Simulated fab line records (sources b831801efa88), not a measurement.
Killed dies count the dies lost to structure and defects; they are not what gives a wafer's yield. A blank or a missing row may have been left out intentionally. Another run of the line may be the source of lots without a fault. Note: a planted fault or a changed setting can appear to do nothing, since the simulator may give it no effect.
The same fault as seen by 2 desks + flow gf180mcu + only its own numbers are on each desk; what lay behind them is given at the end

## FOR THE TOOL OWNER'S DESK: furnace-01
The tool's own readings at GF_STI_OXIDATION_29 (stabilise 600 s, purge 300 s, target thk 10 nm): means of the sampled wafers that have a number, for each lot that ran on this tool. The brackets show how far a lot's mean lies from the usual mean; more than 4 standard deviations puts the lot out of limits, marked OUT. Of its 10 readings 7 are shown: the one that was out of limits first, and those that lie furthest out on some lot.
Columns: A = spikeTcBottomC at GF_STI_OXIDATION_29, usual 916.1 C; B = spikeTcCentreC at GF_STI_OXIDATION_29, usual 901.4 C; C = spikeTcLowerC at GF_STI_OXIDATION_29, usual 900.0 C; D = spikeTcTopC at GF_STI_OXIDATION_29, usual 912.1 C; E = spikeTcUpperC at GF_STI_OXIDATION_29, usual 899.7 C; F = tubeCenterTempC at GF_STI_OXIDATION_29, usual 900 C; G = tube_center_temp_C_max at GF_STI_OXIDATION_29, usual 902.3
| lot  | first seen here | A               | B               | C               | D               | E               | F                     | G                       |
|------|-----------------|-----------------|-----------------|-----------------|-----------------|-----------------|-----------------------|-------------------------|
| L878 | day 2 19:59     | 915.5           | 901.9           | 899.1           | 912.3           | 897.9           | 900                   | 902.5                   |
| L879 | day 3 02:07     | 915.4           | 902.0           | 899.7           | 912.8           | 898.0           | 900                   | 902.2                   |
| L882 | day 3 13:25     | 916.4           | 901.9           | 899.7           | 911.8           | 897.8           | 900                   | 902.4                   |
| L886 | day 4 11:10     | 916.2           | 901.4           | 899.7           | 912.4           | 897.6           | 900                   | 902.2                   |
| L887 | day 4 16:04     | 860.6 (-46) OUT | 845.1 (-51) OUT | 843.4 (-51) OUT | 857.9 (-54) OUT | 842.2 (-34) OUT | 844 (-99 or more) OUT | 846.1 (-99 or more) OUT |
| L888 | day 4 21:49     | 860.0 (-47) OUT | 846.4 (-50) OUT | 843.5 (-51) OUT | 856.9 (-55) OUT | 841.9 (-34) OUT | 844 (-99 or more) OUT | 846.5 (-99 or more) OUT |
| L892 | day 5 14:34     | 859.3 (-47) OUT | 845.5 (-51) OUT | 843.2 (-52) OUT | 857.0 (-55) OUT | 842.3 (-34) OUT | 844 (-99 or more) OUT | 845.9 (-99 or more) OUT |
This desk's verdict: out of limits on L887, L888, L892, starting with L887 at day 4 16:04 (spikeTcBottomC at GF_STI_OXIDATION_29). In limits: L878, L879, L882, L886.

## METROLOGY DESK
What the gauges read for every lot (on any tool): the sampled wafers with a number, averaged. The brackets show how far a lot's mean lies from the usual mean; more than 4 standard deviations puts the lot out of limits, marked OUT.
Columns: A = STI_OXIDATION_02_THK at GF_STI_THK_MEAS_30, usual 10.05 nm
| lot  | first seen here | A              |
|------|-----------------|----------------|
| L877 | day 2 13:53     | 10.07          |
| L876 | day 2 13:55     | 9.99           |
| L878 | day 2 21:24     | 9.88           |
| L879 | day 3 03:31     | 10.12          |
| L882 | day 3 14:49     | 10.30          |
| L884 | day 4 02:47     | 10.05          |
| L886 | day 4 12:34     | 9.93           |
| L887 | day 4 17:28     | 5.34 (-25) OUT |
| L888 | day 4 23:13     | 5.27 (-25) OUT |
| L890 | day 5 10:15     | 10.28          |
| L892 | day 5 15:58     | 4.74 (-28) OUT |
This desk reports L887, L888, L892 out of limits; the earliest was L887 at day 4 17:28 (STI_OXIDATION_02_THK at GF_STI_THK_MEAS_30). In limits: L877, L876, L878, L879, L882, L884, L886, L890.

## BROUGHT TOGETHER
The tool owner's desk had the chance to raise an alarm at day 4 16:04 on L887, L888, L892.
The metrology desk could have raised an alarm at day 4 17:28, on L887, L888, L892.
All the named lots went through GF_STI_OXIDATION_29 on furnace-01.

## WHAT THE SIMULATOR HAD INSERTED
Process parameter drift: furnace-01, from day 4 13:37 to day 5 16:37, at GF_STI_OXIDATION_29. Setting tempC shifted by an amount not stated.
Lots struck among those shown: L887, L888, L892.
Time in hours from fault onset to the first out-of-limits reading at each desk: tool owner's desk 2, metrology desk 4.
